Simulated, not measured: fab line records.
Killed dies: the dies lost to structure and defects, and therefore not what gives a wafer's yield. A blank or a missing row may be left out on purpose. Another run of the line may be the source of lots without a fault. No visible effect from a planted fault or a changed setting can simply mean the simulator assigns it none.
A struck lot beside a sound one || flow sfqLine || 18 out of 325 route steps
Sound: the wafers L822.2, L822.3, L822.5. Struck: wafer L835.1; the same lot's L835.2 was not struck, so it is left out; see the end for the cause.
For every step that has rows: the tool of each side, followed by ch and its chambers, followed by its first start. Under that, the readings that differ: sound wafers || struck wafers || difference of the means || sigmas: that difference in standard deviations of wafers without a fault.
alike: readings whose means differ by less than 2 such deviations, and words and numbers that are the same on both sides. not compared: withheld readings, readings that some wafer has no value for, bounds like >300 that may hide the same value, and numbers for which the record gives no deviation and whose values overlap.
A row with sigmas, a row that says differs or no value, or rows on one side alone: a step with any of these is where the two part. Numbers that don't overlap but have no deviation are shown without sigmas and don't part them. Lack of a reading on every wafer of one side parts them only where that side has two or more wafers.

SFQ_TRILAYER_A5B_DEP_PECVD_129: deposits SiO2 from SiH4/N2O, time 133.33 s, target thk 600 nm.
  sound on pecvd-01 ch 0,1, day 60 12:53; struck on pecvd-01 ch 0, day 74 14:26
  alike: heaterPowerW, throttleValvePct
SFQ_TRILAYER_A5B_CMP_CMP_130: polishes, stops on Nb, target thk 340.7 nm.
  sound on cmp-01 ch 1,2, day 60 19:22; struck on cmp-02 ch 0, day 74 15:32
  alike: motorCurrentA
next, for these wafers, 1 step has no rows: SFQ_TRILAYER_A5B_METRO_MEASURE_131.
SFQ_TRILAYER_R5_DEP_SPUTTER_132: material Ti, target thk 5 nm, time 5 s.
  struck on pvdSputter-05, day 74 18:44; sound on pvdSputter-04, day 60 23:34
  alike: basePressurePa, cathodeDcPowerW, throttleValvePct
then, 1 step without rows for these wafers: SFQ_TRILAYER_R5_DEP_SPUTTER_133 (material MoNx, target thk 40 nm, time 66.7 s).
SFQ_TRILAYER_R5_DEP_SPUTTER_134: material Ti, target thk 5 nm, time 5 s.
  struck on pvdSputter-05, day 74 18:49; sound on pvdSputter-04, day 60 23:38
  alike: basePressurePa, cathodeDcPowerW, throttleValvePct
SFQ_R5_RS_MEAS_933: measurement is done with a four-point probe.
  struck on filmMetro-03, day 74 18:50; sound on filmMetro-01, day 60 23:41
  alike: R5_MONX_RS
SFQ_R5_THK_MEAS_934: measures by xrf.
  struck on filmMetro-03, day 74 18:57; sound on filmMetro-01, day 60 23:47
  alike: R5_MONX_THK
then, 4 steps without rows for these wafers: SFQ_TRILAYER_R5_LITHO_COAT_141 (resist thk 62 nm); SFQ_TRILAYER_R5_LITHO_COAT_136 (resist thk 600 nm); SFQ_TRILAYER_R5_LITHO_SOFTBAKE_140; SFQ_TRILAYER_R5_LITHO_EXPOSE_137 (exposes mask R5, target cd 500 nm).
SFQ_TRILAYER_R5_LITHO_PEB_139: peb time 60 s.
  sound on lithoTrack-01 ch 0, day 65 01:07; struck on lithoTrack-01 ch 0, day 75 08:45
{"reading": "heaterPowerTotalW (W)", "sound": "79.06 79.04 79.09", "struck": 80.55, "difference": "+1.49", "sigmas": "+23"}
then, 1 step without rows for these wafers: SFQ_TRILAYER_R5_LITHO_DEVELOP_138 (time 60 s).
SFQ_R5_OVL_MEAS_935:
  struck on overlay-02, day 75 09:03; sound on overlay-01, day 65 01:24
{"reading": "R5_OVL (nm)", "sound": "1 -9 1", "struck": 11, "difference": "+13", "sigmas": "+2"}
SFQ_TRILAYER_R5_BARC_OPEN_METAL_ETCH_177: etches BARC in O2, target depth 125 nm, time 41.7 s.
  sound on rieMetal-03 ch 0,1, day 65 01:26; struck on rieMetal-02 ch 0, day 75 09:05
{"reading": "model.R5.cdNm (nm)", "sound": "499.7 498.8 498.7", "struck": 507.3, "difference": "+8.2", "sigmas": ""}
  alike: drypumpMotorCurrentA, oesProductAu
  not compared: rfHoursCounterH
SFQ_TRILAYER_R5_ETCH_METAL_ETCH_139: etches the open film in Cl2, stops on SiO2, target depth 60 nm, time 40 s.
  sound on rieMetal-03 ch 0,1, day 65 01:29; struck on rieMetal-02 ch 0, day 75 09:09
{"reading": "model.R5.cdNm (nm)", "sound": "500 499 498.1", "struck": 507.5, "difference": "+8.5", "sigmas": ""}
  alike: drypumpMotorCurrentA, oesProductAu
  not compared: rfHoursCounterH
SFQ_TRILAYER_R5_STRIP_STRIP_140: strips in O2.
  sound on rieMetal-03 ch 0,1, day 65 01:33; struck on rieMetal-02 ch 0, day 75 09:13
  alike: drypumpMotorCurrentA, oesProductAu
  not compared: rfHoursCounterH

## WHERE THEY PART
Last at SFQ_R5_OVL_MEAS_935 as far as this record goes, first at SFQ_TRILAYER_R5_LITHO_PEB_139. Later steps at which nothing parts them and some readings are alike: SFQ_TRILAYER_R5_BARC_OPEN_METAL_ETCH_177, SFQ_TRILAYER_R5_ETCH_METAL_ETCH_139, SFQ_TRILAYER_R5_STRIP_STRIP_140.

WHY: what the simulator had put in
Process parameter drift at SFQ_TRILAYER_R5_LITHO_PEB_139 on lithoTrack-01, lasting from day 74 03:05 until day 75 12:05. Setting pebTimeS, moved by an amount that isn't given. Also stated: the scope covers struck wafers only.
